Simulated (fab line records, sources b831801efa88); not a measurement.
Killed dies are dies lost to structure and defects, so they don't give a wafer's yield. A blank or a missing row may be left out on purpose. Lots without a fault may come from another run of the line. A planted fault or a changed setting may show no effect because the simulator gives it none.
One fault seen from 2 desks | flow sky130 | each desk has only its own numbers; what lay behind them comes last

THE TOOL OWNER'S DESK: furnace-01
The tool's own readings at SKY_FIELD_ISO_OXIDATION_22 (stabilise 600 s, purge 300 s, target thk 10 nm): means of the sampled wafers that have a number, for each lot that ran on this tool. A lot is out of limits, marked OUT, if its mean lies more than 4 standard deviations from the usual mean; the brackets give that distance.
Columns: A = ox_temp_c_max at SKY_FIELD_ISO_OXIDATION_22, usual 955.6
lot  | first seen here | A
L393 | day 2 11:44     | 954.1
L395 | day 3 00:08     | 955.2
L399 | day 3 20:34     | 954.4
L402 | day 4 09:14     | 955.2
L404 | day 4 20:22     | 954.9
L405 | day 5 00:25     | 955.0
This desk's finding: nothing out of limits on any of the 6 lots.

THE METROLOGY DESK
What the gauges read, lot by lot, whatever tool the lot ran on: means of the sampled wafers that have a number. A lot is out of limits, marked OUT, if its mean lies more than 4 standard deviations from the usual mean; the brackets give that distance.
Columns: A = cd_nm at SKY_FIELD_ISO_CD_MEAS_13, usual 150.1 nm; B = FIELD_ISO_OXIDATION_01_THK at SKY_FIELD_ISO_THK_MEAS_23, usual 10.06 nm; C = NWELL_OXIDATION_THK at SKY_NWELL_THK_MEAS_02, usual 10.11 nm
lot  | first seen here | A     | B              | C
L392 | day 2 07:54     | 149.4 | 10.03          | 9.98
L393 | day 2 10:10     | 150.1 | 9.91           | 10.21
L394 | day 2 16:03     | 150.5 | 10.14          | 9.98
L395 | day 2 22:58     | 150.8 | 10.08          | 10.15
L397 | day 3 07:58     | 148.3 | 9.82           | 9.80
L398 | day 3 12:10     | 150.1 | 10.36          | 10.07
L399 | day 3 19:34     | 149.5 | 10.18          | 10.40
L401 | day 4 04:22     | 150.6 | 10.13          | 10.29
L402 | day 4 07:53     | 151.3 | 4.11 (-31) OUT | 10.04
L403 | day 4 15:17     | 148.9 | 10.16          | 10.20
L404 | day 4 19:03     | 149.2 | 4.60 (-29) OUT | 9.89
L405 | day 4 22:59     | 147.3 | 4.11 (-31) OUT | 10.23
L410 | day 6 02:25     | 149.2 | 10.29          | 10.19
L411 | day 6 07:31     | 150.9 | 10.16          | 10.10
L412 | day 6 12:46     | 150.7 | 10.25          | 10.46
This desk's finding: out of limits on L402, L404, L405; first on L402, day 4 10:26 (FIELD_ISO_OXIDATION_01_THK at SKY_FIELD_ISO_THK_MEAS_23). In limits: L392, L393, L394, L395, L397, L398, L399, L401, L403, L410, L411, L412.

PUT TOGETHER
The metrology desk could have raised an alarm at day 4 10:26, on L402, L404, L405.
The tool owner's desk saw nothing out of limits.
The tool owner's desk has L402, L404, L405 on record, within its limits.
Of the lots named, all ran SKY_FIELD_ISO_OXIDATION_22 on furnace-01.

WHAT THE SIMULATOR HAD PUT IN
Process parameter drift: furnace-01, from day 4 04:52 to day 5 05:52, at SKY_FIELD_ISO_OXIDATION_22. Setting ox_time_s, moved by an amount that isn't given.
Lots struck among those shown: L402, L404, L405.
Hours from the fault's start to each desk's first reading out of limits: the metrology desk, 6.
